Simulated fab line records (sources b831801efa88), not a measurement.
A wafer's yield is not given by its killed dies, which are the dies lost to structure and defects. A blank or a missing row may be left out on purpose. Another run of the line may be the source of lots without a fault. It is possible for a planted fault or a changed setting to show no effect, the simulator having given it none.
2 desks looking at one fault :: flow sky130 :: every desk sees just its own numbers, and what lay behind them comes last

FOR THE TOOL OWNER'S DESK: pvd_sputter-04
The tool's own readings at SKY_METAL1_SPUTTER_03 (material Ti, target thk 5 nm, time 3.3 s): means of the sampled wafers that have a number, for each lot that ran on this tool. If a lot's mean is further than 4 standard deviations from the usual mean, the lot is out of limits and carries the mark OUT (the distance appears in the brackets).
Columns: A = throttle_valve_pct at SKY_METAL1_SPUTTER_03, usual 30.1 %
lot: L187
first seen here: day 33 05:01
A: 29.5

lot: L189
first seen here: day 33 15:25
A: 31.9

lot: L192
first seen here: day 34 21:55
A: 31.7

lot: L194
first seen here: day 35 04:25
A: 29.7

lot: L195
first seen here: day 35 07:50
A: 31.5

lot: L196
first seen here: day 36 01:07
A: 30.6

lot: L206
first seen here: day 38 21:08
A: 30.7
This desk found nothing out of limits on any of the 7 lots.

AT THE METROLOGY DESK
What the gauges read for every lot (on any tool): the sampled wafers with a number, averaged. If a lot's mean is further than 4 standard deviations from the usual mean, the lot is out of limits and carries the mark OUT (the distance appears in the brackets).
Columns: A = METAL5_ALCU_RS at SKY_METAL5_RS_MEAS_05, usual 0.02711 ohm/sq; B = METAL5_ALCU_THK at SKY_METAL5_THK_MEAS_06, usual 1106 nm
lot: L184
first seen here: day 43 12:37
A: 0.02692
B: 1117

lot: L185
first seen here: day 44 00:28
A: 0.02683
B: 1107

lot: L187
first seen here: day 44 05:44
A: 0.02717
B: 1101

lot: L189
first seen here: day 44 14:14
A: 0.02694
B: 1112

lot: L193
first seen here: day 45 11:58
A: 0.02693
B: 1122

lot: L192
first seen here: day 45 16:05
A: 0.02751
B: 1092

lot: L194
first seen here: day 45 20:14
A: 0.02777
B: 1086

lot: L195
first seen here: day 45 22:56
A: 0.02721
B: 1094

lot: L196
first seen here: day 46 13:05
A: 0.02718
B: 1111

lot: L199
first seen here: day 47 06:17
A: 0.02723
B: 1092

lot: L203
first seen here: day 48 08:37
A: 0.02697
B: 1116

lot: L206
first seen here: day 48 18:52
A: 0.02692
B: 1107
This desk found nothing out of limits on any of the 12 lots.

PUT TOGETHER
The desk of the tool owner found nothing out of limits.
At the metrology desk, nothing out of limits was observed.

WHAT WAS PUT IN BY THE SIMULATOR
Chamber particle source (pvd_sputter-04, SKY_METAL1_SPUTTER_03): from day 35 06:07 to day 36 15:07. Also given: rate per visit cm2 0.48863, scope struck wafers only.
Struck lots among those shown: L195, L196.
